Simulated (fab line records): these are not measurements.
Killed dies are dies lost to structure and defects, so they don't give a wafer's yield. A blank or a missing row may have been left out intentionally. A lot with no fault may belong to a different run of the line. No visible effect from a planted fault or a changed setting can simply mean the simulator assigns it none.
Chamber matching -- flow gf180mcu -- GF_STI_CMP_25 on cmp-01 has 4 sister chambers
The step polishes, stops on Si3N4, t overpolish 33 s, target thk 524.6 nm. 20 wafers are shown with their chamber, then 10 later ones without.

WAFERS WITH THEIR CHAMBER
wafer,chamber,motorCurrentA (A),timeToEndpointS (s),overpolishRunS (s)
L776.2,0,12.0,122,33.011
L776.5,1,12.3,130,32.979
L776.6,0,11.9,125,32.997
L777.2,0,11.9,125,32.986
L777.3,2,13.4,119,33.022
L777.6,2,12.8,123,33.006
L778.1,1,12.8,124,33.001
L778.4,2,12.9,118,32.999
L778.5,3,9.9,122,32.985
L779.2,3,10.8,121,32.993
L779.3,1,12.0,129,33.000
L779.4,0,12.2,123,33.002
L781.1,1,12.7,129,32.991
L781.3,2,12.8,120,33.014
L781.4,0,12.2,125,33.004
L783.1,2,13.1,117,33.008
L783.4,0,11.2,123,33.005
L783.6,3,10.5,119,32.986
L794.1,2,13.1,121,33.010
L794.2,0,12.5,123,33.002

SIGNATURES (averages over the wafers above)
reading,chamber 0,chamber 1,chamber 2,chamber 3,scatter within a chamber
motorCurrentA,11.986,12.450,13.017,10.400,0.361
timeToEndpointS,123.71,128.00,119.67,120.67,1.93
overpolishRunS,33.00100,32.99275,33.00983,32.98800,0.00798
Rule: for a wafer and a chamber, the distance is found by dividing, reading by reading, the gap between the wafer's reading and the chamber's mean by the reading's scatter, squaring, summing and taking the root. If the next closest chamber is less than 2 further off than the closest, the wafer can't be placed; otherwise it belongs to the closest. The scatter: the root of (the sum of the squares of (reading less its chamber's mean) over the shown wafers, divided by (wafers less chambers)).

WAFERS WITHOUT THEIR CHAMBER
wafer,motorCurrentA (A),timeToEndpointS (s),overpolishRunS (s)
L794.5,11.3,119,32.992
L795.2,10.6,120,32.999
L795.3,13.0,119,33.010
L795.6,10.6,124,32.990
L797.1,13.3,119,33.016
L797.2,11.8,118,32.999
L797.6,13.4,115,32.993
L798.1,13.1,122,32.994
L798.5,12.2,120,33.003
L798.6,12.8,123,32.994

WHICH CHAMBER EACH ONE RAN IN
wafer,from the rows above,in truth
L794.5,can't be placed: 3 or 0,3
L795.2,3,3
L795.3,2,2
L795.6,3,3
L797.1,2,2
L797.2,can't be placed: 0 or 2 or 3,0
L797.6,2,2
L798.1,can't be placed: 2 or 0 or 1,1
L798.5,can't be placed: 0 or 2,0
L798.6,can't be placed: 0 or 2 or 1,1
Correctly placed: 5 of 10. Cannot be placed on the basis of these rows: 5; the candidates contain the true chamber in 5. 0 placed wrongly.
